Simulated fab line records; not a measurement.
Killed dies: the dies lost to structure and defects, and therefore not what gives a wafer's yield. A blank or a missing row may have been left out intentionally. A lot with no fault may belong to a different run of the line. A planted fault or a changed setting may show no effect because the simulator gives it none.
The tool behind it: which one? || flow gf180mcu || route of 602 steps, sampled at 1 step: 6 lots, 18 wafers

WHAT THE GAUGES READ, wafer by wafer
GF_STI_CD_MEAS_12: target cd 220 nm.
{"lot": "L932", "measured": "day 2 12:41", "on": "cd_sem-02", "cd_nm (nm)": "219.3 220.9 220.1"}
{"lot": "L935", "measured": "day 3 02:38", "on": "cd_sem-01", "cd_nm (nm)": "217.5 217.7 217.1"}
{"lot": "L938", "measured": "day 3 18:23", "on": "cd_sem-01", "cd_nm (nm)": "218.8 218.6 218.1"}
{"lot": "L942", "measured": "day 4 15:41", "on": "cd_sem-02", "cd_nm (nm)": "219.7 220.3 220.6"}
{"lot": "L946", "measured": "day 5 11:09", "on": "cd_sem-01", "cd_nm (nm)": "220.7 221.8 220.7"}
{"lot": "L951", "measured": "day 6 14:08", "on": "cd_sem-01", "cd_nm (nm)": "219.2 220.1 219.7"}

WHAT TOOL EACH LOT RAN ON (gives the tool, then ch and the chambers of the sampled wafers, and finally the start)
The record shows no process step preceding these readings.

THE ANSWER, worked out from the rows above alone
Rule: the lots themselves supply what counts as usual. The widest of any qualifying gaps counts: lots, ordered by their means at a reading, are off when they make up no more than a third of the lots, leave a main group of 4 or more, and stand apart from it by 3 or more times the standard deviation of that group's means. A main group is skipped when, at the precision printed for the reading in the tables above, its means are all equal. A lot without any number at a reading at which 4 lots or more have one is off too. Any other lot the step has rows for is counted as sound.
No lot is off on any of the readings shown, so nothing can be concluded from this.

WHAT HAD BEEN PUT IN BY THE SIMULATOR
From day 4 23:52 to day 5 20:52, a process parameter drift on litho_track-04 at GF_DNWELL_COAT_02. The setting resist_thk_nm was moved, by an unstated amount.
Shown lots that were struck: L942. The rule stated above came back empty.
